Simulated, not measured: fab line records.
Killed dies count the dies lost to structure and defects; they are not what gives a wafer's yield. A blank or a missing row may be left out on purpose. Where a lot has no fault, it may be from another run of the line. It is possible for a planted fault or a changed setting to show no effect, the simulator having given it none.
Which tool did it?    flow gf180mcu    39 wafers from 13 lots sampled at 4 of the route's 602 steps

## WHAT THE GAUGES SHOWED, per wafer
GF_M3_CD_MEAS_14: target cd 280 nm.
lot   measured      on        cdNm (nm)
L601  day 21 06:34  cdSem-02  280.8 279.8 280.8
L603  day 22 02:13  cdSem-02  277.5 280.1 280.3
L604  day 22 11:10  cdSem-02  283.2 282.0 281.4
L605  day 22 22:28  cdSem-01  279.3 279.5 279.5
L606  day 23 06:22  cdSem-02  279.3 279.8 280.4
L607  day 23 10:48  cdSem-01  280.3 279.7 281.8
L608  day 23 20:04  cdSem-01  280.5 280.1 280.1
L609  day 24 15:52  cdSem-01  280.9 280.4 280.3
L610  day 24 16:42  cdSem-02  278.8 277.8 278.7
L614  day 26 00:16  cdSem-01  280.5 279.3 279.8
L618  day 27 00:02  cdSem-02  281.0 281.7
L620  day 27 20:08  cdSem-01  279.9 280.8
L624  day 28 20:24  cdSem-02  283.8 282.4 282.9

## WHICH TOOL RAN EACH LOT (tool, then ch and the chambers of the sampled wafers, then the start)
lot   GF_V2_SPUTTER_21             GF_V2_CMP_26                   GF_M3_SPUTTER_02
L601  pvdSputter-03, day 20 05:56  cmp-01 ch 0,1, day 20 06:19    pvdSputter-02, day 20 06:45
L603  pvdSputter-02, day 21 01:26  cmp-02 ch 0,1,3, day 21 01:52  pvdSputter-03, day 21 02:15
L604  pvdSputter-04, day 21 10:56  cmp-02 ch 0,1,2, day 21 11:19  pvdSputter-03, day 21 11:45
L605  pvdSputter-02, day 21 22:15  cmp-02 ch 0,1,3, day 21 22:38  pvdSputter-02, day 21 23:04
L606  pvdSputter-03, day 22 06:41  cmp-02 ch 1,2, day 22 07:08    pvdSputter-01, day 22 07:31
L607  pvdSputter-02, day 22 10:14  cmp-01 ch 1,3, day 22 10:41    pvdSputter-03, day 22 11:04
L608  pvdSputter-03, day 22 20:14  cmp-02 ch 2,3, day 22 20:38    pvdSputter-03, day 22 21:04
L609  pvdSputter-02, day 23 16:01  cmp-02 ch 0,1,3, day 23 16:25  pvdSputter-02, day 23 16:51
L610  pvdSputter-03, day 23 16:43  cmp-02 ch 1,2, day 23 17:17    pvdSputter-02, day 23 17:40
L614  pvdSputter-03, day 25 02:14  cmp-01 ch 1,2,3, day 25 02:37  pvdSputter-02, day 25 03:03
L618  pvdSputter-02, day 26 03:01  cmp-01 ch 1,2, day 26 03:35    pvdSputter-03, day 26 03:58
L620  pvdSputter-02, day 26 23:32  cmp-01 ch 2,3, day 27 00:02    pvdSputter-03, day 27 00:28
L624  pvdSputter-03, day 28 00:22  cmp-02 ch 0,1,2, day 28 00:46  pvdSputter-02, day 28 01:13
- GF_V2_SPUTTER_21: material Ti, target thk 15 nm, time 80.02 s.
- GF_V2_CMP_26: polishes, stops on SiO2, t overpolish 15 s, target thk 0 nm.
- GF_M3_SPUTTER_02: material AlCu, target thk 450 nm, time 23.9 s.

## WHAT THE TOOLS THEMSELVES READ (means of the sampled wafers that have a number; where no wafer has one, the mark that the record gives instead)
GF_V2_SPUTTER_21.
lot   tool           throttleValvePct (%)
L601  pvdSputter-03  28.7
L603  pvdSputter-02  29.4
L604  pvdSputter-04  30.3
L605  pvdSputter-02  29.2
L606  pvdSputter-03  31.1
L607  pvdSputter-02  30.1
L608  pvdSputter-03  28.4
L609  pvdSputter-02  30.1
L610  pvdSputter-03  29.1
L614  pvdSputter-03  29.6
L618  pvdSputter-02  30.4
L620  pvdSputter-02  30.3
L624  pvdSputter-03  31.0

GF_V2_CMP_26.
lot   tool    motorCurrentA (A)  overpolishRunS (s)  timeToEndpointS (s)
L601  cmp-01  11.0               14.999              88
L603  cmp-02  11.4               15.003              85
L604  cmp-02  10.6               15.001              86
L605  cmp-02  11.4               15.006              88
L606  cmp-02  9.9                15.002              87
L607  cmp-01  10.7               14.998              82
L608  cmp-02  10.4               15.008              80
L609  cmp-02  11.4               14.998              84
L610  cmp-02  9.8                14.995              82
L614  cmp-01  11.8               14.999              80
L618  cmp-01  10.9               10.009              98
L620  cmp-01  11.7               10.008              98
L624  cmp-02  10.6               14.994              85

GF_M3_SPUTTER_02.
lot   tool           throttleValvePct (%)
L601  pvdSputter-02  29.5
L603  pvdSputter-03  29.7
L604  pvdSputter-03  29.5
L605  pvdSputter-02  30.0
L606  pvdSputter-01  29.9
L607  pvdSputter-03  28.3
L608  pvdSputter-03  29.7
L609  pvdSputter-02  29.7
L610  pvdSputter-02  29.3
L614  pvdSputter-02  30.1
L618  pvdSputter-03  30.8
L620  pvdSputter-03  30.6
L624  pvdSputter-02  29.2

## THE ANSWER, worked out from the rows above alone
Rule: usual is defined by the lots themselves. The widest of any qualifying gaps counts: lots, ordered by their means at a reading, are off when they make up no more than a third of the lots, leave a main group of 4 or more, and stand apart from it by 3 or more times the standard deviation of that group's means. If all means in a main group match to the digits the tables above print for the reading, that group is not used. Also off: a lot with no number at a reading for which 4 or more lots have one. All remaining lots with rows at the step are treated as sound. After the gauges, taken in route order, come the tools' own readings; for these a lot's mean is taken, as printed above. At the first step where some lot is off, the reading lying furthest off is the one used; lots without a number count as furthest.
Off: L618, L620, at GF_V2_CMP_26 (overpolishRunS). Main group: mean 15.000 s, sd 0.0041.
If a tool, at that step or one of the process steps before it, ran each lot that is off and ran no sound lot following the first of them, it fits. Undecided on this evidence; 2 tools fit (pvdSputter-02 at GF_V2_SPUTTER_21, cmp-01 at GF_V2_CMP_26).

## WHAT THE SIMULATOR PUT IN
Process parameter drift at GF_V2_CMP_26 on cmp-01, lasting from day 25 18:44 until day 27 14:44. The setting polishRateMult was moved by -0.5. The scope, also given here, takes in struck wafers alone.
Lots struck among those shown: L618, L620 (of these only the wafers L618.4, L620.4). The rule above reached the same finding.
